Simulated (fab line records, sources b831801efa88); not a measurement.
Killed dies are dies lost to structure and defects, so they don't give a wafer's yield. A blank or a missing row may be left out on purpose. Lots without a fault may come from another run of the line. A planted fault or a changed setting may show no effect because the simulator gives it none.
Chamber matching | flow gf180mcu | GF_STI_ETCH_13 on rie_diel-04: 4 sister chambers
The step etches the open film in CHF3/O2, stops on Si, target depth 282.31 nm, time 112.9 s. 4 wafers are shown with their chamber, then 12 later ones without.

WAFERS WITH THEIR CHAMBER
wafer  | chamber | drypump_motor_current_A (A)
L088.2 | 0       | 5.7
L088.4 | 3       | 5.7
L089.5 | 2       | 5.3
L089.6 | 1       | 5.6

WAFERS WITHOUT THEIR CHAMBER
wafer  | drypump_motor_current_A (A)
L090.1 | 5.7
L090.2 | 5.8
L090.6 | 5.6
L093.1 | 5.6
L093.2 | 5.7
L093.5 | 5.2
L095.2 | 5.6
L095.3 | 5.7
L095.5 | 5.3
L096.3 | 5.8
L096.5 | 5.6
L096.6 | 5.8

WHICH CHAMBER EACH WENT THROUGH
wafer  | from the rows above          | in truth
L090.1 | can't be placed: 0 or 3 or 1 | 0
L090.2 | can't be placed: 0 or 3 or 1 | 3
L090.6 | can't be placed: 1 or 0 or 3 | 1
L093.1 | can't be placed: 1 or 0 or 3 | 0
L093.2 | can't be placed: 0 or 3 or 1 | 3
L093.5 | 2                            | 2
L095.2 | can't be placed: 1 or 0 or 3 | 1
L095.3 | can't be placed: 0 or 3 or 1 | 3
L095.5 | 2                            | 2
L096.3 | can't be placed: 0 or 3 or 1 | 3
L096.5 | can't be placed: 1 or 0 or 3 | 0
L096.6 | can't be placed: 0 or 3 or 1 | 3
Placed correctly: 2 of 12. Can't be placed from these rows: 10 (the true chamber is among the candidates in 10). Placed wrongly: 0.
How it was worked out, from the rows above alone: a wafer's distance from a chamber is the root of the sum, over the readings, of the square of ((its reading less the chamber's mean) divided by the reading's scatter). The wafer belongs to the nearest chamber; if the next one is less than 2 further off, it can't be placed. A chamber's mean is the mean of its shown wafers. The scatter: with one shown wafer a chamber, the root of the mean of the squares of how far each hidden wafer lies from its nearest shown one.
